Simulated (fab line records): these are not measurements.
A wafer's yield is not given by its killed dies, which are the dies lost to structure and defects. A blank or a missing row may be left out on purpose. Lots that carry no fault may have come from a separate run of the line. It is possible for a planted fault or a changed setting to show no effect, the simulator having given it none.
Split-lot study -- flow sfq line -- on a route of 325 steps: 5 lots, 23 wafers read

SPLIT DETAILS
At SFQ_TRILAYER_I4_DEP_PECVD_099 (deposits SiO2 from SiH4/N2O, time 111.11 s, target thk 500 nm), the setting time s was moved away from the recipe's 111.11 s on 5 of the 23 wafers read, by -9.9% to +9.5%. All remaining wafers had this setting at the recipe value.

The reading comes from the split's own step.

THE READING
SiO2_of_TRILAYER_I4_DEP_PECVD_099.thk nm (the simulator's own value, which no gauge read), in nm, at SFQ_TRILAYER_I4_DEP_PECVD_099 (deposits SiO2 from SiH4/N2O, time 111.11 s, target thk 500 nm). The file gives no usual value for it. The 18 wafers here that ran the recipe average 500.8 nm, standard deviation 6 nm.

wafer,"tool, chamber at the split","time s as run, s",against the recipe,"SiO2_of_TRILAYER_I4_DEP_PECVD_099.thk nm, nm",against lot-mates on the recipe
L076.2,"pecvd-04, 0",111.11,recipe,498.4,-
L076.6,"pecvd-04, 0",111.11,recipe,498.4,-
L076.3,"pecvd-04, 2",111.11,recipe,501.9,-
L076.4,"pecvd-04, 2",111.11,recipe,504,-
L076.5,"pecvd-04, 1",111.11,recipe,503.1,-
L077.1,"pecvd-04, 0",100.1,-9.9%,447.6,-50.6
L077.2,"pecvd-04, 2",111.11,recipe,497.2,-
L077.3,"pecvd-04, 1",100.1,-9.9%,449.8,-48.4
L077.4,"pecvd-04, 0",100.1,-9.9%,448.7,-49.6
L077.6,"pecvd-04, 2",111.11,recipe,499.3,-
L079.2,"pecvd-04, 1",111.11,recipe,488.8,-
L079.4,"pecvd-04, 2",111.11,recipe,501.7,-
L079.6,"pecvd-04, 1",111.11,recipe,501.4,-
L082.1,"pecvd-02, 0",121.7,+9.5%,548.7,+40.9
L082.3,"pecvd-02, 1",111.11,recipe,500.1,-
L082.4,"pecvd-02, 1",111.11,recipe,507.5,-
L082.5,"pecvd-02, 0",111.11,recipe,515.7,-
L082.6,"pecvd-02, 2",121.7,+9.5%,556.1,+48.3
L084.1,"pecvd-03, 0",111.11,recipe,498.3,-
L084.2,"pecvd-03, 2",111.11,recipe,491.4,-
L084.3,"pecvd-03, 1",111.11,recipe,494,-
L084.4,"pecvd-03, 1",111.11,recipe,505.6,-
L084.5,"pecvd-03, 0",111.11,recipe,506.7,-

FIT RESULTS
A straight line over all 23 wafers: SiO2_of_TRILAYER_I4_DEP_PECVD_099.thk nm changes by +5.32 nm for each +1% of time s; r = +0.98; the points scatter about the line by 5.7 nm.
The same after taking each lot's own level away (the mean of its wafers on the recipe; 23 wafers): +4.87 nm for each +1%; r = +0.98; scatter 4.8 nm.
Per that fit: largest time s move, reading shift of 48 nm.
Across the lots, their own levels run from 497.30 to 507.77 nm, a range of 1.7 times the standard deviation given above.
The two slopes are in agreement: the lot-to-lot level therefore moves the slope only a little.
Check: with one of the wafers moved furthest among these (-9.9%) left out of the fit, the line predicts -48 nm for it against its lot-mates. Against them it came out at -50.6 nm.

THE WHOLE CHAIN: every reading that the file lists as answering this split, in the file's order
step,what it does,reading,change (the file's fit),r (the file's)
SFQ_TRILAYER_I4_DEP_PECVD_099,"deposits SiO2 from SiH4/N2O, time 111.11 s, target thk 500 nm","SiO2_of_TRILAYER_I4_DEP_PECVD_099.thk nm (the simulator's own value, which no gauge read)",+4.85 nm for each +1% of the setting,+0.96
SFQ_TRILAYER_I4_CMP_CMP_100,polishes SiO2,time to endpoint s,withheld for each +1% of the setting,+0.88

THE FILE'S OWN FIT
SiO2_of_TRILAYER_I4_DEP_PECVD_099.thk nm changes by +4.85 nm for each +1% of time s, r = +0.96.
